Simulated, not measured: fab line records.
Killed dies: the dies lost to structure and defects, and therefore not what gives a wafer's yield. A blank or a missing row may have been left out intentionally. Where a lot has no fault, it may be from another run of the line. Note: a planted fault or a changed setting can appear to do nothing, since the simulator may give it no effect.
2 desks looking at one fault || flow sky130 || what lay behind the numbers comes last; until then each desk has only its own

## FROM THE METROLOGY DESK
Means of the sampled wafers that have a number, per lot and without regard to the tool the lot ran on: this is what the gauges read. If a lot's mean is further than 4 standard deviations from the usual mean, the lot is out of limits and carries the mark OUT (the distance appears in the brackets).
Columns: A = cd_nm at SKY_POLY_GATE_CD_MEAS_13, usual 149.7 nm; B = POLY_GATE_OVL at SKY_POLY_GATE_OVL_MEAS_14, usual 2 nm
{"lot": "L542", "first seen here": "day 17 15:45", "A": 153.8, "B": -2}
{"lot": "L541", "first seen here": "day 17 18:11", "A": 149.8, "B": 3}
{"lot": "L543", "first seen here": "day 17 18:26", "A": 151.2, "B": 4}
{"lot": "L544", "first seen here": "day 17 22:04", "A": 149.1, "B": 6}
{"lot": "L546", "first seen here": "day 19 01:00", "A": 149.6, "B": 1}
{"lot": "L549", "first seen here": "day 19 09:11", "A": 145.6, "B": 0}
{"lot": "L550", "first seen here": "day 20 02:24", "A": 151.7, "B": -3}
{"lot": "L552", "first seen here": "day 20 17:36", "A": 149.1, "B": -1}
{"lot": "L553", "first seen here": "day 21 04:12", "A": 150.1, "B": -1}
{"lot": "L562", "first seen here": "day 24 10:28", "A": 149.1, "B": 7}
{"lot": "L563", "first seen here": "day 24 15:33", "A": 149.9, "B": 7}
Result from this desk: across the 11 lots, nothing is out of limits.

## THE TOOL OWNER'S DESK: litho_track-02
The tool's own readings at SKY_RES_PROTECT_COAT_02 (resist thk 1140 nm): means of the sampled wafers that have a number, for each lot that ran on this tool. If a lot's mean is further than 4 standard deviations from the usual mean, the lot is out of limits and carries the mark OUT (the distance appears in the brackets).
Columns: A = dispense_pressure_kPa at SKY_RES_PROTECT_COAT_02, usual 51 kPa
{"lot": "L541", "first seen here": "day 15 19:28", "A": 51}
{"lot": "L544", "first seen here": "day 15 23:53", "A": 51}
{"lot": "L549", "first seen here": "day 17 11:01", "A": 51}
{"lot": "L552", "first seen here": "day 18 19:37", "A": 51}
{"lot": "L562", "first seen here": "day 22 11:26", "A": 51}
{"lot": "L563", "first seen here": "day 22 17:14", "A": 51}
Result from this desk: across the 6 lots, nothing is out of limits.

## TAKEN TOGETHER
The metrology desk saw nothing out of limits.
The desk of the tool owner found nothing out of limits.

## WHAT HAD BEEN PUT IN BY THE SIMULATOR
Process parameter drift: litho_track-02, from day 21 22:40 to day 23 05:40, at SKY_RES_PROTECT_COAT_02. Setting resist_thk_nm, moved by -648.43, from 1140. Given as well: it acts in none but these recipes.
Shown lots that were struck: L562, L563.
